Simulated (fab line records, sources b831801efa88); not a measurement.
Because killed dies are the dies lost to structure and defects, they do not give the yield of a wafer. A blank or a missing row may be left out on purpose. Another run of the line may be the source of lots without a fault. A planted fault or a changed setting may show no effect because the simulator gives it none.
One fault seen from 2 desks :: flow sky130 :: each desk holds nothing but its own numbers, with what lay behind them at the end

THE METROLOGY DESK
Means of the sampled wafers that have a number, per lot and without regard to the tool the lot ran on: this is what the gauges read. Marked OUT: a lot whose mean sits more than 4 standard deviations from the usual mean, which makes it out of limits; the brackets give that distance.
Columns: A = cd-nm at SKY_SD_N_CD_MEAS_07, usual 380.5 nm; B = LI_CONTACT_HDPCVD_THK at SKY_LI_CONTACT_THK_MEAS_01, usual 933 nm; C = LOCAL_INTERCONNECT_TIN_THK at SKY_LOCAL_INTERCONNECT_THK_MEAS_02, usual 102.0 nm
lot: L911
first seen here: day 27 17:03
A: 377.1
B: 934
C: 100.9

lot: L912
first seen here: day 28 05:12
A: 376.0
B: 945
C: 103.5

lot: L914
first seen here: day 29 13:47
A: 379.6
B: 924
C: 103.9

lot: L916
first seen here: day 29 18:22
A: 383.0
B: 923
C: 100.8

lot: L915
first seen here: day 29 23:36
A: 380.4
B: 941
C: 103.0

lot: L924
first seen here: day 32 11:21
A: 382.6
B: 939
C: 100.7

lot: L925
first seen here: day 32 23:02
A: 379.1
B: 950
C: 103.5

lot: L927
first seen here: day 33 10:55
A: 378.6
B: 937
C: 103.6

lot: L928
first seen here: day 33 17:58
A: 380.2
B: 919
C: 102.0

lot: L929
first seen here: day 33 22:53
A: 380.2
B: 912
C: 101.4

lot: L930
first seen here: day 34 05:30
A: 380.5
B: 932
C: 102.0

lot: L934
first seen here: day 35 10:34
A: 382.0
B: 940
C: 101.5
This desk's verdict: no lot among the 12 shows anything out of limits.

THE TOOL OWNER'S DESK: rie-diel-02
The tool's own readings at SKY_LI_CONTACT_ETCH_14 (etches BARC in N2/H2, stops on SiO2, time 45.9 s, target depth 60 nm): means of the sampled wafers that have a number, for each lot that ran on this tool. Marked OUT: a lot whose mean sits more than 4 standard deviations from the usual mean, which makes it out of limits; the brackets give that distance.
Columns: A = drypump-motor-current-A at SKY_LI_CONTACT_ETCH_14, usual 5.5 A; B = oes-product-au at SKY_LI_CONTACT_ETCH_14, usual 0.855 a.u.; C = run-length-s at SKY_LI_CONTACT_ETCH_14, usual 74.3 s; D = throttle-valve-pct at SKY_LI_CONTACT_ETCH_14, usual 13.227 %
lot: L915
first seen here: day 31 06:01
A: 5.1
B: 0.855
C: 74.3
D: 13.226

lot: L924
first seen here: day 33 16:38
A: 5.1
B: 0.778 (-15) OUT
C: 88.5 (+44) OUT
D: 13.224

lot: L925
first seen here: day 34 03:40
A: 5.3
B: 0.783 (-14) OUT
C: 88.8 (+45) OUT
D: 13.225
This desk finds L924, L925 out of limits, L924 being first, at day 33 16:38 (oes-product-au at SKY_LI_CONTACT_ETCH_14). Within limits: L915.

PUT TOGETHER
On L924, L925, at day 33 16:38, an alarm was possible from the tool owner's desk.
Metrology desk: nothing out of limits seen.
The metrology desk holds a record of L924, L925, inside its limits.
Of the lots named, all ran SKY_LI_CONTACT_ETCH_14 on rie-diel-02.

WHAT THE SIMULATOR HAD PUT IN
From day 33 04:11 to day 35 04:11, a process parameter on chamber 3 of rie-diel-02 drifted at SKY_LI_CONTACT_ETCH_14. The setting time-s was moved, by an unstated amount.
Lots struck among those shown: L924, L925.
Time in hours from fault onset to the first out-of-limits reading at each desk: the tool owner's desk, 12.
